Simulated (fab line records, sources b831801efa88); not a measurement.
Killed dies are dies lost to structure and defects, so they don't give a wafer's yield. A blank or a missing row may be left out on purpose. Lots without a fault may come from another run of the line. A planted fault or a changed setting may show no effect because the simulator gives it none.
One fault seen from 2 desks | flow sky130 | each desk has only its own numbers; what lay behind them comes last

THE TOOL OWNER'S DESK: cmp-02
The tool's own readings at SKY_VIA4_CMP_02 (polishes SiO2): means of the sampled wafers that have a number, for each lot that ran on this tool. A lot is out of limits, marked OUT, if its mean lies more than 4 standard deviations from the usual mean; the brackets give that distance.
Columns: A = edge_zone_pressure_frac at SKY_VIA4_CMP_02, usual 0.999; B = head_pressure_psi at SKY_VIA4_CMP_02, usual 3.999 psi; C = motor_current_A at SKY_VIA4_CMP_02, usual 13.0 A
lot  | first seen here | A     | B     | C
L615 | day 42 05:21    | 1.001 | 4.008 | 11.7
L622 | day 44 12:32    | 0.998 | 3.991 | 12.2
L631 | day 47 03:04    | 1.003 | 4.002 | 13.9
L632 | day 47 08:00    | 0.998 | 4.000 | 12.9
L634 | day 47 17:25    | 1.005 | 4.009 | 14.1
L635 | day 47 23:46    | 1.001 | 3.998 | 12.3
This desk's finding: nothing out of limits on any of the 6 lots.

THE METROLOGY DESK
What the gauges read, lot by lot, whatever tool the lot ran on: means of the sampled wafers that have a number. A lot is out of limits, marked OUT, if its mean lies more than 4 standard deviations from the usual mean; the brackets give that distance.
Columns: A = VIA1_W_THK at SKY_VIA1_THK_MEAS_23, usual 274 nm; B = VIA4_BOW at SKY_VIA4_BOW_MEAS_03, usual 79 um; C = PAD_OPEN_BOW at SKY_PAD_OPEN_BOW_MEAS_13, usual 45 um
lot  | first seen here | A   | B              | C
L615 | day 34 10:11    | 275 | 91             | 54
L617 | day 35 11:13    | 276 | 79             | 48
L622 | day 37 02:14    | 273 | 83             | 48
L625 | day 39 19:29    | 272 | 123 (+4.4) OUT | -
L627 | day 39 23:40    | 269 | 141 (+6.2) OUT | -
L629 | day 40 00:13    | 275 | 82             | 51
L630 | day 40 05:19    | 274 | 92             | 60
L631 | day 40 06:59    | 271 | 72             | 39
L632 | day 40 11:52    | 274 | 70             | 35
L634 | day 40 23:37    | 270 | 85             | 52
L635 | day 41 04:16    | 276 | 79             | 46
This desk's finding: out of limits on L625, L627; first on L625, day 46 20:09 (VIA4_BOW at SKY_VIA4_BOW_MEAS_03). In limits: L615, L617, L622, L629, L630, L631, L632, L634, L635.

PUT TOGETHER
The metrology desk could have raised an alarm at day 46 20:09, on L625, L627.
The tool owner's desk saw nothing out of limits.
The tool owner's desk has no number on record for L625, L627.
Of the lots named, all ran SKY_VIA4_CMP_02 on cmp-02.

WHAT THE SIMULATOR HAD PUT IN
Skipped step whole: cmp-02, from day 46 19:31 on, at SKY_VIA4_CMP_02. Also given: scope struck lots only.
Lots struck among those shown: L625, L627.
Hours from the fault's start to each desk's first reading out of limits: the metrology desk, 1.
